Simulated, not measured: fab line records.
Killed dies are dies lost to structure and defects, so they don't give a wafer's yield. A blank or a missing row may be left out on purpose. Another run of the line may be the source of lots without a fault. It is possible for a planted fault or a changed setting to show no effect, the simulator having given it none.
8D (eight disciplines) problem report, filled in by code | flow sky130 | the parts of the form that need people (team, actions taken, sign-off) are left out

## 1. WHAT IS WRONG
At SKY_VIA4_ETCH_12, oesProductAu averages 0.871 a.u. over 6 wafers from 3 lots, while fault-free wafers read 0.926 a.u., standard deviation 0.005. That puts it -11 standard deviations away from the usual mean.
The step: etches SiO2 in C4F8/O2/Ar, stops on TiN, target depth 580 nm.
Earliest sighting: wafer L462.3 on rieDiel-01 at day 47 06:16. The record holds 32 wafers of 11 lots with a number at this step. The rule behind "out" and "out of limits": a value lying over 4 standard deviations away from the usual mean. The rest of the wafers with a number are treated as sound.

## 2. WHAT IT IS; WHAT IT IS NOT
question                    | is                                             | is not
which readings at this step | oesProductAu                                   | -
which lots                  | L462, L463, L464                               | L447, L448, L450, L451, L454, L457, L458, L468
which wafers of those lots  | L462.3, L462.4, L463.3, L463.4, L464.3, L464.4 | L462.6, L463.2
read on which tools         | rieDiel-01, rieDiel-02                         | rieDiel-04
when                        | from day 47 06:16                              | up to then (22 sound wafers); but 4 sound wafers of L463, L468 came after

## 3. SUSPECTS, AND WHAT RULES EACH OUT
Counting: if a tool at a process step up to the reading ran every lot that is out, it stays a suspect. Sound lots after the first of them don't rule it out here, since some wafers of a struck lot are sound.
- cmp-02 at SKY_VIA4_CMP_02 (polishes SiO2): kept. It processed each lot that is out (first: L462, day 46 10:28); up to then, its last sound lot is L458 (day 45 12:14).
The count leaves cmp-02 at SKY_VIA4_CMP_02.

## 4. THE CAUSE (what the simulator had put in)
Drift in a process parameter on cmp-02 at SKY_VIA4_CMP_02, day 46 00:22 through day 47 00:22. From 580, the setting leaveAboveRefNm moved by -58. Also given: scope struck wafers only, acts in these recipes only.
The count eliminated every tool but this one.

## 5. SEQUENCE OF EFFECTS, ordered by route
One row per reading whose mean, taken over the struck wafers that have a number, lies over 3 standard deviations from the usual. Only readings whose record carries a usual standard deviation are examined. hours: median over the lots of the time between each lot's start at the first step of this table that gives one and its start at this step. sigmas: the change, counted in usual standard deviations.
hours | step             | reading      | usual      | on struck wafers | change | sigmas
0     | SKY_VIA4_ETCH_12 | oesProductAu | 0.926 a.u. | 0.871            | -0.055 | -11
Its process steps:
- SKY_VIA4_ETCH_12: etches SiO2 in C4F8/O2/Ar, stops on TiN, target depth 580 nm.

## 6. HOW IT WOULD HAVE BEEN CAUGHT EARLIER
The fault began at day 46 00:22; the first out-of-limits reading in this record came at day 47 06:16, 30 hours later.
No tool reading at SKY_VIA4_CMP_02 that has a usual standard deviation in the record was out on any struck wafer, so an alarm limit of 4 standard deviations on those readings would not have fired.
The start of SKY_VIA4_CMP_02 on cmp-02 came by day 47 06:16 for every one of the lots that are out (3). Had the tool been put on hold then, not one of them would have been saved.
